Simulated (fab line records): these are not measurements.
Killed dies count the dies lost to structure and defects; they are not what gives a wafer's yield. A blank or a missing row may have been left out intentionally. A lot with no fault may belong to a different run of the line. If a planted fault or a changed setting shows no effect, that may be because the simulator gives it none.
A lot that was struck, set against a sound lot + flow sky130 + 31 out of 708 route steps
Sound: the wafers L187.3, L187.4, L187.6. Wafers struck: L188.2, L188.3, L188.5. Last of all comes the cause.
For every step that has rows: the tool of each side, followed by ch and its chambers, followed by its first start. Under that, the readings that differ: sound wafers + struck wafers + difference of the means + sigmas: that difference in standard deviations of wafers without a fault.
alike: same words and numbers on both sides, and readings whose means sit less than 2 such deviations apart. not compared: any withheld reading, any reading some wafer has no value for, any bound like >300 that may hide the same value, and any number with overlapping values for which the record gives no deviation.
The two part at a step that has a row with sigmas, a row that says differs or no value, or rows on one side only. Non-overlapping numbers with no deviation appear without sigmas and do not part them. A reading missing from all wafers of one side parts the sides only when that side holds two or more wafers.

SKY_LI_CONTACT_OVL_MEAS_13:
  struck on overlay-01, day 31 19:37; sound on overlay-02, day 31 13:24
  alike: LI_CONTACT_OVL
then, 2 steps without rows for these wafers: SKY_LI_CONTACT_ETCH_14 (etches BARC in N2/H2, stops on SiO2, time 45.9 s, target depth 60 nm); SKY_LI_CONTACT_ETCH_15 (etches PSG in C4F8/O2/Ar, stops on Si, target depth 600 nm).
SKY_LI_CONTACT_STRIP_16: strips in O2/N2.
  sound on plasmaAsher-03 ch 0,1, day 31 13:35; struck on plasmaAsher-04 ch 0, day 31 19:47
  alike: drypumpMotorCurrentA, o2FlowSccm, oesProductAu, stripTimeToEndpointS
  not compared: rfHoursCounterH
then, 3 steps without rows for these wafers: SKY_LI_CONTACT_CLEAN_17 (cleans in NMP, time 600 s); SKY_LI_CONTACT_PRE_CLEAN_18 (time 5.6 s); SKY_LI_CONTACT_SPUTTER_19 (material Ti, target thk 20 nm, time 106.37 s).
SKY_LI_CONTACT_SPUTTER_20: material TiN, target thk 20 nm, time 80 s.
  struck on pvdSputter-03, day 31 20:10; sound on pvdSputter-02, day 31 13:56
  alike: cathodeDcPowerW, throttleValvePct
then, 1 step without rows for these wafers: SKY_LI_CONTACT_CVD_21 (deposits W, target thk 400 nm, time 120.56 s).
SKY_LI_CONTACT_RS_MEAS_22: measures by four-point-probe.
  struck on filmMetro-02, day 31 20:22; sound on filmMetro-01, day 31 14:10
  alike: LI_CONTACT_W_RS
SKY_LI_CONTACT_THK_MEAS_23: measures by xrf.
  struck on filmMetro-02, day 31 20:29; sound on filmMetro-01, day 31 14:16
  alike: LI_CONTACT_W_THK
SKY_LI_CONTACT_CMP_24: polishes, stops on PSG, t overpolish 20 s, target thk 0 nm.
  sound on cmp-01 ch 1,3, day 31 14:18; struck on cmp-01 ch 2,3, day 31 20:35
| reading           | sound          | struck       | difference | sigmas |
|-------------------|----------------|--------------|------------|--------|
| motorCurrentA (A) | 12.1 11.2 12.7 | 11.5 9.8 9.6 | -1.7       | -2     |
  alike: overpolishRunS, timeToEndpointS
SKY_LOCAL_INTERCONNECT_SPUTTER_00: material TiN, target thk 100 nm, time 83.3 s.
  struck on pvdSputter-04, day 31 20:50; sound on pvdSputter-01, day 31 14:37
| reading                                               | sound           | struck           | difference | sigmas |
|-------------------------------------------------------|-----------------|------------------|------------|--------|
| model.TiN_of_LOCAL_INTERCONNECT_SPUTTER_00.thkNm (nm) | 98.03 98.9 98.8 | 87.3 88.08 90.23 | -10.0      |        |
  alike: cathodeDcPowerW, throttleValvePct
SKY_LOCAL_INTERCONNECT_RS_MEAS_01: measures by four-point-probe.
  struck on filmMetro-04, day 31 20:55; sound on filmMetro-02, day 31 14:44
| reading                            | sound             | struck            | difference | sigmas |
|------------------------------------|-------------------|-------------------|------------|--------|
| LOCAL_INTERCONNECT_TIN_RS (ohm/sq) | 14.44 14.29 14.30 | 16.32 16.15 15.75 | +1.73      | +10    |
SKY_LOCAL_INTERCONNECT_THK_MEAS_02: measures by xrf.
  struck on filmMetro-04, day 31 21:01; sound on filmMetro-02, day 31 14:50
| reading                         | sound          | struck         | difference | sigmas |
|---------------------------------|----------------|----------------|------------|--------|
| LOCAL_INTERCONNECT_TIN_THK (nm) | 97.5 98.3 98.2 | 87.5 87.9 90.4 | -9.4       | -8     |
then, 8 steps without rows for these wafers: SKY_LOCAL_INTERCONNECT_DEHYDRATE_03 (time 60 s); SKY_LOCAL_INTERCONNECT_HMDS_04 (prime time 60 s); SKY_LOCAL_INTERCONNECT_COAT_05 (resist thk 60 nm); SKY_LOCAL_INTERCONNECT_COAT_06 (resist thk 450 nm); SKY_LOCAL_INTERCONNECT_SOFTBAKE_07 (time 90 s); SKY_LOCAL_INTERCONNECT_EXPOSE_08 (exposes mask LI1M, target cd 170 nm); SKY_LOCAL_INTERCONNECT_PEB_09; SKY_LOCAL_INTERCONNECT_DEVELOP_10 (develop time 60 s).
SKY_LOCAL_INTERCONNECT_CD_MEAS_11: target cd 170 nm.
  struck on cdSem-02, day 32 23:55; sound on cdSem-02, day 32 17:36
  alike: cdNm
SKY_LOCAL_INTERCONNECT_OVL_MEAS_12:
  struck on overlay-01, day 33 00:01; sound on overlay-01, day 32 17:42
| reading                     | sound   | struck   | difference | sigmas |
|-----------------------------|---------|----------|------------|--------|
| LOCAL_INTERCONNECT_OVL (nm) | -3 -1 8 | 10 14 16 | +12        | +2     |
SKY_LOCAL_INTERCONNECT_ETCH_13: etches BARC in N2/H2, stops on SiO2, time 45.9 s, target depth 60 nm.
  sound on rieMetal-04 ch 0,1, day 32 17:44; struck on rieMetal-03 ch 0,1, day 33 00:03
  alike: drypumpMotorCurrentA, oesProductAu, throttleValvePct
  not compared: rfHoursCounterH
SKY_LOCAL_INTERCONNECT_METAL_ETCH_14: etches TiN in Cl2/BCl3, stops on PSG, target depth 110 nm, time 31.4 s.
  sound on rieMetal-04 ch 0,1, day 32 17:48; struck on rieMetal-03 ch 0,1, day 33 00:07
| reading              | sound                | struck               | difference | sigmas |
|----------------------|----------------------|----------------------|------------|--------|
| oesProductAu (a.u.)  | 0.927 0.932 0.937    | 0.872 0.882 0.880    | -0.054     | -7     |
| throttleValvePct (%) | 21.898 21.909 21.912 | 21.958 21.946 21.929 | +0.038     | +4     |
  alike: drypumpMotorCurrentA
  not compared: rfHoursCounterH
SKY_LOCAL_INTERCONNECT_STRIP_15: strips in O2/N2.
  sound on plasmaAsher-04 ch 0,1, day 32 17:52; struck on plasmaAsher-02 ch 0,1, day 33 00:10
  alike: drypumpMotorCurrentA, o2FlowSccm, oesProductAu, stripTimeToEndpointS
  not compared: rfHoursCounterH
SKY_LOCAL_INTERCONNECT_STRIP_16: strips in post etch residue remover, time 1200 s.
  sound on wetBench-03 ch 3, day 32 17:56; struck on wetBench-03 ch 1, day 33 00:16
| reading                                               | sound             | struck           | difference | sigmas |
|-------------------------------------------------------|-------------------|------------------|------------|--------|
| model.TiN_of_LOCAL_INTERCONNECT_SPUTTER_00.thkNm (nm) | 97.61 98.48 98.38 | 86.88 87.66 89.8 | -10.04     |        |
then, 1 step without rows for these wafers: SKY_LOCAL_INTERCONNECT_CLEAN_17 (cleans in IPA, time 180 s).
-- a jump in the record: the struck wafers' starts before and after are 15 days apart (it breaks off in module LOCAL_INTERCONNECT and resumes in module PAD_OPEN, where the first step shown is number 708 of the route) --
SKY_PAD_OPEN_PROBE_99:
  struck on prober-01, day 47 18:53; sound on prober-01, day 47 13:41
| reading                     | sound             | struck            | difference | sigmas |
|-----------------------------|-------------------|-------------------|------------|--------|
| model.etest.resLi.lineOhmUm | 76.21 75.89 76.68 | 88.59 83.6 82.34  | +8.58      |        |
| model.etest.resLi.rsOhmSq   | 13.1 12.99 12.94  | 14.65 14.59 14.22 | +1.48      |        |
| model.etest.mconChain.rcOhm | 16.36 16.51 16.79 | 18.5 17.58 16.98  | +1.1       |        |
  alike: killed_at_M0_to_M3, killed_at_M4_up, killedAtContacts, killedAtFrontEnd, killedAtOther, killedDies, killedOpen, killedShort

WHERE THEY PART
At SKY_LI_CONTACT_CMP_24 first; at SKY_LOCAL_INTERCONNECT_METAL_ETCH_14 last (within this record only). Later steps at which nothing parts them and some readings are alike: SKY_LOCAL_INTERCONNECT_STRIP_15, SKY_PAD_OPEN_PROBE_99.

WHY: what the simulator had put in
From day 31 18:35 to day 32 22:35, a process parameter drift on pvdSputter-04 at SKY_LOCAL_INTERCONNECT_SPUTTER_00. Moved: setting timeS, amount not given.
